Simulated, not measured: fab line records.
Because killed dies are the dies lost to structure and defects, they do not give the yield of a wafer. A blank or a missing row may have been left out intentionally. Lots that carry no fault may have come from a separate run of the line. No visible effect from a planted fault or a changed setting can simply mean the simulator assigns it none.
Which tool was responsible? -- flow sky130 -- 36 wafers from 12 lots sampled at 4 of the route's 708 steps

== WHAT THE GAUGES READ, wafer by wafer ==
SKY_FIELD_ISO_THK_MEAS_04. Usual: FIELD_ISO_CVD_03_THK gives 164.6 nm (standard deviation 1.6).
lot,measured,on,FIELD_ISO_CVD_03_THK (nm),flag
L309,day 1 16:08,film_metro-03,163.9 161.1 163.6,
L310,day 1 19:43,film_metro-01,165.0 163.9 165.1,
L311,day 2 01:58,film_metro-04,163.2 160.8 162.8,
L313,day 2 09:52,film_metro-01,162.6 162.4 162.8,
L314,day 2 15:15,film_metro-04,164.0 163.1 163.2,
L320,day 3 20:51,film_metro-01,164.8 164.9 165.8,
L322,day 4 07:28,film_metro-01,165.9 165.2 167.3,
L325,day 4 22:29,film_metro-01,166.2 164.6 165.5,
L326,day 5 02:41,film_metro-04,163.7 164.2 163.7,
L327,day 5 07:44,film_metro-01,164.3 165.2 165.2,
L328,day 5 13:49,film_metro-04,165.2 165.1 165.4,
L332,day 6 08:32,film_metro-03,164.1 165.0 163.5,

SKY_SD_P_OVL_MEAS_08. Usual: SD_P_OVL gives -0.7 nm (standard deviation 1.7).
lot,measured,on,SD_P_OVL (nm),flag
L309,day 25 20:40,overlay-02,-2.9 -2.3 -1.6,
L310,day 26 01:43,overlay-01,3.3 1.2 1.4,
L311,day 26 21:21,overlay-02,-2.7 -1.6 -0.4,
L313,day 27 13:40,overlay-02,-5.1 -3.3 -3.8,
L314,day 27 22:03,overlay-02,-0.8 -0.8 -0.4,
L320,day 29 20:07,overlay-01,-0.6 -1.9 -1.8,
L322,day 30 06:35,overlay-02,0.0 -1.7 -1.7,
L325,day 31 04:15,overlay-02,-2.8 0.1 -1.7,
L326,day 31 11:07,overlay-01,-0.4 -0.1 -2.1,
L327,day 31 22:48,overlay-02,-2.0 -2.3 -2.3,
L328,day 32 01:25,overlay-02,1.5 1.3 2.6,
L332,day 33 01:50,overlay-02,-0.9 1.8 0.2,

== TOOL THAT RAN EACH LOT (tool first, then ch and the chambers of the sampled wafers, then the start) ==
lot,SKY_DNWELL_COAT_02,SKY_DNWELL_STRIP_08
L309,"litho_track-03 ch 0, day 2 22:19","plasma_asher-03 ch 0,1, day 3 06:35"
L310,"litho_track-03 ch 0, day 3 01:49","plasma_asher-03 ch 0,1, day 3 09:40"
L311,"litho_track-03 ch 0, day 3 07:59","plasma_asher-02 ch 0,1, day 3 16:34"
L313,"litho_track-04 ch 0, day 3 20:13","plasma_asher-03 ch 0,1, day 4 04:28"
L314,"litho_track-04 ch 0, day 4 01:35","plasma_asher-02 ch 0,1, day 4 10:50"
L320,"litho_track-03 ch 0, day 5 07:17","plasma_asher-02 ch 0,1, day 5 16:28"
L322,"litho_track-02 ch 0, day 5 14:46","plasma_asher-03 ch 0,1, day 6 00:40"
L325,"litho_track-03 ch 0, day 6 09:05","plasma_asher-04 ch 0,1, day 6 19:32"
L326,"litho_track-03 ch 0, day 6 12:49","plasma_asher-03 ch 0,1, day 6 23:28"
L327,"litho_track-03 ch 0, day 6 19:29","plasma_asher-04 ch 0,1, day 7 05:32"
L328,"litho_track-02 ch 0, day 7 01:11","plasma_asher-04 ch 0,1, day 7 10:58"
L332,"litho_track-02 ch 0, day 7 22:28","plasma_asher-03 ch 1, day 8 08:58"
- SKY_DNWELL_COAT_02: resist thk 3000 nm.
- SKY_DNWELL_STRIP_08: strips in O2/N2.

== WHAT THE TOOLS THEMSELVES READ (means of the sampled wafers that have a number; where no wafer has one, the mark that the record gives instead) ==
SKY_DNWELL_COAT_02. Usual: exhaust_pa 44.9 Pa, standard deviation 0.92; spin_speed_rpm 2000.3 rpm, standard deviation 1.4.
lot,tool,exhaust_pa (Pa),spin_speed_rpm (rpm),flag
L309,litho_track-03,45.9,2000.0,
L310,litho_track-03,45.0,1999.3,
L311,litho_track-03,44.6,2000.1,
L313,litho_track-04,45.0,2001.8,
L314,litho_track-04,46.2,2002.5,
L320,litho_track-03,44.5,2000.7,
L322,litho_track-02,45.1,1999.8,
L325,litho_track-03,44.6,2599.0,OFF
L326,litho_track-03,45.0,2598.7,OFF
L327,litho_track-03,44.3,2599.1,OFF
L328,litho_track-02,43.8,1999.6,
L332,litho_track-02,44.4,2000.3,

SKY_DNWELL_STRIP_08. Usual: drypump_motor_current_A 5.7 A, standard deviation 0.56; oes_product_au 0.723 a.u., standard deviation 0.0043; strip_time_to_endpoint_s 36.92 s, standard deviation 0.13.
lot,tool,drypump_motor_current_A (A),oes_product_au (a.u.),strip_time_to_endpoint_s (s),flag
L309,plasma_asher-03,6.2,0.721,37.03,
L310,plasma_asher-03,6.2,0.721,36.95,
L311,plasma_asher-02,5.6,0.722,36.82,
L313,plasma_asher-03,6.2,0.723,36.96,
L314,plasma_asher-02,5.6,0.729,36.98,
L320,plasma_asher-02,5.6,0.722,36.90,
L322,plasma_asher-03,6.1,0.716,36.82,
L325,plasma_asher-04,5.2,0.721,32.79,OFF
L326,plasma_asher-03,6.4,0.721,32.74,OFF
L327,plasma_asher-04,5.2,0.722,32.82,OFF
L328,plasma_asher-04,5.2,0.720,36.83,
L332,plasma_asher-03,6.7,0.725,36.96,

== THE ANSWER, worked out from the rows above alone ==
Rule: lot off if the mean of its wafers having a number is beyond 3 standard deviations from the usual mean. A lot without any number at a reading at which 4 lots or more have one is off too. The other lots that the step has rows for count as sound. First the gauges in route order, then the tools' own readings, where a lot's mean is used as printed above. The first step at which some lot is off is used, and at that step the reading that is off furthest; a lot without a number counts as furthest.
Off at SKY_DNWELL_COAT_02 (spin_speed_rpm): L325, L326, L327.
A tool fits if, at that step or a process step before it, it ran every lot that is off, and no sound lot after the first of them. One fits: SKY_DNWELL_COAT_02 on litho_track-03. A fault onset in the window from L320 (day 5 07:17, its last sound lot) to L325 (day 6 09:05, its first lot off) fits.
The tool's own readings at SKY_DNWELL_COAT_02 bear it out: on the lots that are off they differ by more than 5 times the standard deviation of the sound lots' means. spin_speed_rpm reads 2598.9 rpm there against 2000.5 rpm on the sound lots.

== WHAT THE SIMULATOR HAD PUT IN ==
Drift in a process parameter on litho_track-03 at SKY_DNWELL_COAT_02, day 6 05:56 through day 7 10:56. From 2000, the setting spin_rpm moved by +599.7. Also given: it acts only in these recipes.
Shown lots that were struck: L325, L326, L327. The same result came from the rule above.
